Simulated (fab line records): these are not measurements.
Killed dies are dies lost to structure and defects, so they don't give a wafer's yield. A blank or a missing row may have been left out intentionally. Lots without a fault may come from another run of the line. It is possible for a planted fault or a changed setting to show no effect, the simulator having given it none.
A lot that was struck, set against a sound lot -- flow gf180mcu -- 44 steps out of a route of 602
Sound: the wafers L265.2, L265.3, L265.5. Wafers struck: L263.1, L263.3, L263.6. The cause is named last.
Order at every step that has rows: each side's tool, ch and its chambers, its first start. Under that, the readings that differ: sound wafers -- struck wafers -- difference of the means -- sigmas: that difference in standard deviations of wafers without a fault.
alike: words and numbers the same on both sides, and readings whose means are apart by under 2 such deviations; not compared: readings that were withheld, readings missing a value for some wafer, numbers with overlapping values and no deviation given by the record, and bounds like >300 which may hide the same value.
The two part at a step that has a row with sigmas, a row that says differs or no value, or rows on one side only. Numbers that have no deviation but don't overlap get no sigmas and don't part them. A reading missing from all wafers of one side parts the sides only when that side holds two or more wafers.

first, 1 step without rows for these wafers: GF_MVSD_IMPLANT_09.
GF_MVSD_STRIP_10: strips in O2/N2.
  sound on plasma asher-04 ch 0,1, day 7 10:31; struck on plasma asher-03 ch 0,1, day 7 04:29
reading,sound,struck,difference,sigmas
strip time to endpoint s (s),36.85 36.76 36.78,37.03 37.08 37.11,+0.28,+3
  alike: drypump motor current A, heater power w, oes product au
  not compared: rf hours counter h
GF_MVSD_TW_MEAS_11:
  struck on film metro-02, day 7 04:35; sound on film metro-03, day 7 10:37
  alike: MVSD_TW
then, 7 steps without rows for these wafers: GF_MVPSD_DEHYDRATE_00 (time 60 s); GF_MVPSD_HMDS_01 (prime time 60 s); GF_MVPSD_COAT_02 (resist thk 3000 nm); GF_MVPSD_SOFTBAKE_03; GF_MVPSD_EXPOSE_04 (exposes mask MVPSD, target cd 1000 nm); GF_MVPSD_PEB_05; GF_MVPSD_DEVELOP_06 (develop time 60 s).
GF_MVPSD_OVL_MEAS_07:
  struck on overlay-01, day 7 20:26; sound on overlay-02, day 8 02:40
  alike: MVPSD_OVL
then, 1 step without rows for these wafers: GF_MVPSD_IMPLANT_08.
GF_MVPSD_IMPLANT_09:
  sound on implanter-01 ch 0, day 8 02:53; struck on implanter-03 ch 0, day 7 20:37
reading,sound,struck,difference,sigmas
dose ions cm2,5.005e+12 4.996e+12 5.008e+12,4.519e+12 4.519e+12 4.519e+12,-4.840e+11,-97
faraday current uA,28.8 27.6 28.3,25.0 25.9 25.2,-2.9,-5
GF_MVPSD_STRIP_10: strips in O2/N2.
  sound on plasma asher-03 ch 0,1, day 8 03:00; struck on plasma asher-02 ch 1, day 7 20:46
  alike: drypump motor current A, heater power w, oes product au, strip time to endpoint s
  not compared: rf hours counter h
GF_MVPSD_TW_MEAS_11:
  struck on film metro-02, day 7 20:52; sound on film metro-03, day 8 03:07
reading,sound,struck,difference,sigmas
MVPSD_TW,562 562 559,544 547 548,-15,-3
then, 7 steps without rows for these wafers: GF_VT_IMPLANT_DEHYDRATE_00 (time 60 s); GF_VT_IMPLANT_HMDS_01 (prime time 60 s); GF_VT_IMPLANT_COAT_02 (resist thk 1000 nm); GF_VT_IMPLANT_SOFTBAKE_03 (time 60 s); GF_VT_IMPLANT_EXPOSE_04 (exposes mask LVPWELL LV AREA, target cd 600 nm); GF_VT_IMPLANT_PEB_05; GF_VT_IMPLANT_DEVELOP_06 (develop time 60 s).
GF_VT_IMPLANT_OVL_MEAS_07:
  struck on overlay-01, day 8 12:43; sound on overlay-01, day 8 19:25
  alike: VT_IMPLANT_OVL
then, 1 step without rows for these wafers: GF_VT_IMPLANT_IMPLANT_08.
GF_VT_IMPLANT_STRIP_09: strips in O2/N2.
  sound on plasma asher-04 ch 1, day 8 19:36; struck on plasma asher-02 ch 0,1, day 8 12:54
  alike: drypump motor current A, heater power w, oes product au, strip time to endpoint s
  not compared: rf hours counter h
GF_VT_IMPLANT_TW_MEAS_10:
  struck on film metro-04, day 8 13:00; sound on film metro-04, day 8 19:43
  alike: VT_IMPLANT_TW
then, 7 steps without rows for these wafers: GF_VT_IMPLANT_DEHYDRATE_11 (time 60 s); GF_VT_IMPLANT_HMDS_12 (prime time 60 s); GF_VT_IMPLANT_COAT_13 (resist thk 1000 nm); GF_VT_IMPLANT_SOFTBAKE_14 (time 60 s); GF_VT_IMPLANT_EXPOSE_15 (exposes mask Nwell LV AREA, target cd 860 nm); GF_VT_IMPLANT_PEB_16; GF_VT_IMPLANT_DEVELOP_17 (develop time 60 s).
GF_VT_IMPLANT_OVL_MEAS_18:
  struck on overlay-02, day 9 05:34; sound on overlay-02, day 9 12:50
  alike: VT_IMPLANT_01_OVL
then, 1 step without rows for these wafers: GF_VT_IMPLANT_IMPLANT_19.
GF_VT_IMPLANT_STRIP_20: strips in O2/N2.
  sound on plasma asher-04 ch 0,1, day 9 13:01; struck on plasma asher-02 ch 0,1, day 9 05:45
  alike: drypump motor current A, heater power w, oes product au, strip time to endpoint s
  not compared: rf hours counter h
GF_VT_IMPLANT_TW_MEAS_21:
  struck on film metro-01, day 9 05:51; sound on film metro-03, day 9 13:07
  alike: VT_IMPLANT_2_TW
then, 5 steps without rows for these wafers: GF_VT_IMPLANT_DEHYDRATE_22 (time 60 s); GF_VT_IMPLANT_HMDS_23 (prime time 60 s); GF_VT_IMPLANT_COAT_24 (resist thk 1000 nm); GF_VT_IMPLANT_SOFTBAKE_25 (time 60 s); GF_VT_IMPLANT_EXPOSE_26 (exposes mask LVPWELL HV AREA, target cd 860 nm).
GF_VT_IMPLANT_RS_MEAS_49: measurement is done with a four-point probe.
  struck on film metro-02, day 10 18:52; sound on film metro-02, day 11 02:53
reading,sound,struck,difference,sigmas
MVPSD_RS (ohm/sq),1163.3 1160.9 1159.2,1189.5 1183.1 1186.4,+25.2,+9
then, 1 step without rows for these wafers: GF_PASSIVATION_PROBE_99.

WHERE THEY PART
First at GF_MVSD_STRIP_10; last, within this record, at GF_VT_IMPLANT_RS_MEAS_49.

WHY: what the simulator had put in
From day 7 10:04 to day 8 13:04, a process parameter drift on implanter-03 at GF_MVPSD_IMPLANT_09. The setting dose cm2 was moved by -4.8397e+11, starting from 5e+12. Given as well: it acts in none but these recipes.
